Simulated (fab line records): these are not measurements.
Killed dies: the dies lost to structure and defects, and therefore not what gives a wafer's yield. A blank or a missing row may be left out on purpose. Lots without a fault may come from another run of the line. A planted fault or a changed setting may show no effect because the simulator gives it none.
A lot that was struck, set against a sound lot / flow sfq_line / 41 out of 325 route steps
Sound: these wafers, L907.1, L907.2, L907.5. Struck: wafers L902.1, L902.2 (left out: L902.5, a lot-mate that was not struck); the cause follows at the end.
Per side, at each step with rows, come the tool, then ch with its chambers, and then its first start. Under that, the readings that differ: sound wafers / struck wafers / difference of the means / sigmas: that difference in standard deviations of wafers without a fault.
alike: words and numbers the same on both sides, and readings whose means are apart by under 2 such deviations; not compared: readings that were withheld, readings missing a value for some wafer, numbers with overlapping values and no deviation given by the record, and bounds like >300 which may hide the same value.
Wherever a step has rows on one side only, a row that says differs or no value, or a row with sigmas, the two part there. When numbers do not overlap yet have no deviation, they are printed without sigmas and do not part them. A reading missing from all wafers of one side parts the sides only when that side holds two or more wafers.

first, 6 steps without rows for these wafers: SFQ_TRILAYER_C5_LITHO_COAT_156 (resist thk 62 nm); SFQ_TRILAYER_C5_LITHO_COAT_151 (resist thk 650 nm); SFQ_TRILAYER_C5_LITHO_SOFTBAKE_155; SFQ_TRILAYER_C5_LITHO_EXPOSE_152 (exposes mask C5, target cd 500 nm); SFQ_TRILAYER_C5_LITHO_PEB_154 (peb time 60 s); SFQ_TRILAYER_C5_LITHO_DEVELOP_153 (time 60 s).
SFQ_C5_OVL_MEAS_937:
  sound on overlay-02 at day 73 09:21; struck on overlay-02 at day 72 05:31
  alike: C5_OVL
SFQ_TRILAYER_C5_BARC_OPEN_VIA_ETCH_210: etches BARC in O2, target depth 125 nm, time 41.7 s.
  sound on rie_diel-04 ch 0,1,2, day 73 09:23; struck on rie_diel-03 ch 2,3, day 72 05:34
  alike: drypump_motor_current_A, oes_product_au
  not compared: rf_hours_counter_h
SFQ_TRILAYER_C5_ETCH_VIA_ETCH_154: etches SiO2 in CHF3, stops on Nb, target depth 84 nm.
  sound on rie_diel-04 ch 0,1,2, day 73 09:25; struck on rie_diel-03 ch 2,3, day 72 05:36
  alike: drypump_motor_current_A, oes_product_au
SFQ_TRILAYER_C5_STRIP_STRIP_155: strips in O2.
  sound on rie_metal-01 ch 0,1, day 73 09:28; struck on rie_metal-01 ch 0,1, day 72 05:39
  alike: drypump_motor_current_A, oes_product_au
  not compared: rf_hours_counter_h
then, 2 steps without rows for these wafers: SFQ_TRILAYER_C5_STRIP_SOLV_CLEAN_156 (cleans in NMP, time 600 s); SFQ_TRILAYER_M6_DEP_PRE_CLEAN_158 (time 22.5 s).
SFQ_TRILAYER_M6_DEP_SPUTTER_157: material Nb, target thk 200 nm, time 133.3 s.
  sound on pvd_sputter-05 at day 73 10:17; struck on pvd_sputter-04 at day 72 06:28
reading=model.Nb_of_TRILAYER_M6_DEP_SPUTTER_157.thk_nm (nm); sound=200.4 198.7 200.3; struck=116.7 115.4; difference=-83.8; sigmas=
  alike: throttle_valve_pct
SFQ_M6_RS_MEAS_938: measures by four-point-probe.
  sound on film_metro-02 at day 73 10:23; struck on film_metro-03 at day 72 06:50
reading=M6_NB_RS (ohm/sq); sound=0.890 0.898 0.890; struck=1.537 1.554; difference=+0.653; sigmas=+74
  not compared: hold
then, 5 steps without rows for these wafers: SFQ_TRILAYER_M6_LITHO_COAT_159 (resist thk 600 nm); SFQ_TRILAYER_M6_LITHO_SOFTBAKE_163; SFQ_TRILAYER_M6_LITHO_EXPOSE_160 (exposes mask M6, target cd 500 nm); SFQ_TRILAYER_M6_LITHO_PEB_162 (peb time 60 s); SFQ_TRILAYER_M6_LITHO_DEVELOP_161 (time 60 s).
-- the record jumps here: 4 days lie between the struck wafers' starts before and after --
SFQ_M6_OVL_MEAS_940:
  sound on overlay-02 at day 77 14:18; struck on overlay-01 at day 76 11:47
  alike: M6_OVL
then, 1 step without rows for these wafers: SFQ_TRILAYER_M6_BARC_OPEN_METAL_ETCH_206 (etches BARC in O2, target depth 125 nm, time 41.7 s).
SFQ_TRILAYER_M6_ETCH_METAL_ETCH_162: etches Nb in Cl2/Ar, stops on SiO2, target depth 240 nm, time 120 s.
  sound on rie_metal-04 ch 0,1, day 77 14:23; struck on rie_metal-04 ch 0,1, day 76 11:53
reading=oes_product_au (a.u.); sound=0.894 0.892 0.882; struck=0.679 0.677; difference=-0.211; sigmas=-31
  alike: drypump_motor_current_A
  not compared: rf_hours_counter_h
then, 4 steps without rows for these wafers: SFQ_TRILAYER_M6_STRIP_STRIP_163 (strips in O2); SFQ_TRILAYER_M6_STRIP_SOLV_CLEAN_164 (cleans in NMP, time 600 s); SFQ_TRILAYER_I6_DEP_PECVD_165 (deposits SiO2 from SiH4/N2O, time 111.11 s, target thk 500 nm); SFQ_TRILAYER_I6_CMP_CMP_166 (polishes SiO2).
SFQ_I6_BOW_MEAS_941:
  sound on film_metro-01 at day 78 02:07; struck on film_metro-03 at day 77 09:59
  alike: I6_BOW
SFQ_TRILAYER_I6_METRO_MEASURE_167:
  sound on film_metro-01 at day 78 02:14; struck on film_metro-03 at day 77 10:06
  alike: thk_nm
then, 6 steps without rows for these wafers: SFQ_TRILAYER_I6_VIA_LITHO_COAT_174 (resist thk 62 nm); SFQ_TRILAYER_I6_VIA_LITHO_COAT_169 (resist thk 650 nm); SFQ_TRILAYER_I6_VIA_LITHO_SOFTBAKE_173; SFQ_TRILAYER_I6_VIA_LITHO_EXPOSE_170 (exposes mask I6, target cd 700 nm); SFQ_TRILAYER_I6_VIA_LITHO_PEB_172 (peb time 60 s); SFQ_TRILAYER_I6_VIA_LITHO_DEVELOP_171 (time 60 s).
-- the record jumps here: 4 days lie between the struck wafers' starts before and after --
SFQ_I6_OVL_MEAS_942:
  sound on overlay-01 at day 82 00:37; struck on overlay-02 at day 81 06:26
reading=I6_OVL (nm); sound=-11 -7 -8; struck=5 11; difference=+17; sigmas=+3
then, 2 steps without rows for these wafers: SFQ_TRILAYER_I6_VIA_BARC_OPEN_VIA_ETCH_235 (etches BARC in O2, target depth 125 nm, time 41.7 s); SFQ_TRILAYER_I6_VIA_ETCH_VIA_ETCH_172 (etches SiO2 in CHF3, stops on Nb, target depth 260 nm).
SFQ_TRILAYER_I6_VIA_STRIP_STRIP_173: strips in O2.
  sound on rie_metal-02 ch 0,1, day 82 00:48; struck on rie_metal-03 ch 0,1, day 81 06:38
  alike: drypump_motor_current_A, oes_product_au
  not compared: rf_hours_counter_h
then, 2 steps without rows for these wafers: SFQ_TRILAYER_I6_VIA_STRIP_SOLV_CLEAN_174 (cleans in NMP, time 600 s); SFQ_TRILAYER_M7_DEP_PRE_CLEAN_176 (time 22.5 s).
-- the record jumps here: 5 days lie between the struck wafers' starts before and after --
SFQ_M8_BOW_MEAS_951:
  sound on film_metro-04 at day 86 19:38; struck on film_metro-04 at day 86 01:26
reading=model.etest.m6.ohm_um; sound=1.774 1.8 1.774; struck=3.06 3.085; difference=+1.29; sigmas=
reading=model.etest.i5.link_ohm; sound=2.276 2.272 2.284; struck=3.068 3.088; difference=+0.801; sigmas=
reading=model.etest.c5.link_ohm; sound=7.929 8.078 7.979; struck=8.546 8.652; difference=+0.604; sigmas=
reading=model.etest.m6.ohm_sq; sound=0.8891 0.8968 0.8896; struck=1.527 1.544; difference=+0.644; sigmas=
reading=model.etest.i6.link_ohm; sound=1.874 1.87 1.879; struck=2.489 2.518; difference=+0.629; sigmas=
  alike: M8_BOW

== WHERE THEY PART ==
Last at SFQ_I6_OVL_MEAS_942 as far as this record goes, first at SFQ_M6_RS_MEAS_938. Later steps at which nothing parts them and some readings are alike: SFQ_TRILAYER_I6_VIA_STRIP_STRIP_173, SFQ_M8_BOW_MEAS_951.

WHY: what the simulator had put in
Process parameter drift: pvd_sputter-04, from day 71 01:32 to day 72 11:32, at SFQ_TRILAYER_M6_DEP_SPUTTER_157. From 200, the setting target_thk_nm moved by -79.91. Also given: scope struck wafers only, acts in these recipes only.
